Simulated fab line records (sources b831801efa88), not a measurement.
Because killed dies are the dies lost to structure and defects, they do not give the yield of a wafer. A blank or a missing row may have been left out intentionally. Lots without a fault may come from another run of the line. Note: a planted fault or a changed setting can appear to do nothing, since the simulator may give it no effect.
Matching of chambers | flow gf180mcu | GF_V1_CMP_04 on cmp-02: 4 sister chambers
The step polishes SiO2. 8 wafers are shown with their chamber, then 8 later ones without.

WAFERS WITH THEIR CHAMBER
wafer  | chamber | motorCurrentA (A) | timeToEndpointS (s)
L180.1 | 2       | 14.4              | 72
L180.5 | 3       | 12.4              | 79
L183.4 | 3       | 11.6              | 86
L183.5 | 1       | 11.1              | 85
L184.2 | 0       | 13.3              | 76
L184.3 | 2       | 14.4              | 69
L184.4 | 1       | 10.7              | 77
L193.4 | 0       | 13.5              | 82

WAFERS MISSING THEIR CHAMBER
wafer  | motorCurrentA (A) | timeToEndpointS (s)
L193.5 | 13.3              | 78
L193.6 | 12.7              | 88
L195.1 | 13.0              | 74
L195.2 | 10.2              | 70
L195.4 | 12.6              | 80
L197.1 | 14.0              | 65
L197.2 | 11.1              | 66
L197.3 | 11.9              | 60

WHICH CHAMBER EACH WENT THROUGH
wafer  | from the rows above          | in truth
L193.5 | 0                            | 0
L193.6 | can't be placed: 3 or 0      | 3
L195.1 | can't be placed: 0 or 3      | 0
L195.2 | 1                            | 1
L195.4 | can't be placed: 3 or 0      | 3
L197.1 | can't be placed: 2 or 0      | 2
L197.2 | can't be placed: 1 or 3      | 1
L197.3 | can't be placed: 3 or 1 or 0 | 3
Placed correctly: 2 of 8. Unplaceable from these rows: 6, with the true chamber sitting among the candidates in 6. 0 placed wrongly.
How it was worked out, from the rows above alone: a wafer's distance from a chamber is the root of the sum, over the readings, of the square of ((its reading less the chamber's mean) divided by the reading's scatter). If the next closest chamber is less than 2 further off than the closest, the wafer can't be placed; otherwise it belongs to the closest. For every chamber, the mean is computed from those of its wafers that are shown. The scatter: the root of (the sum of the squares of (reading less its chamber's mean) over the shown wafers, divided by (wafers less chambers)).
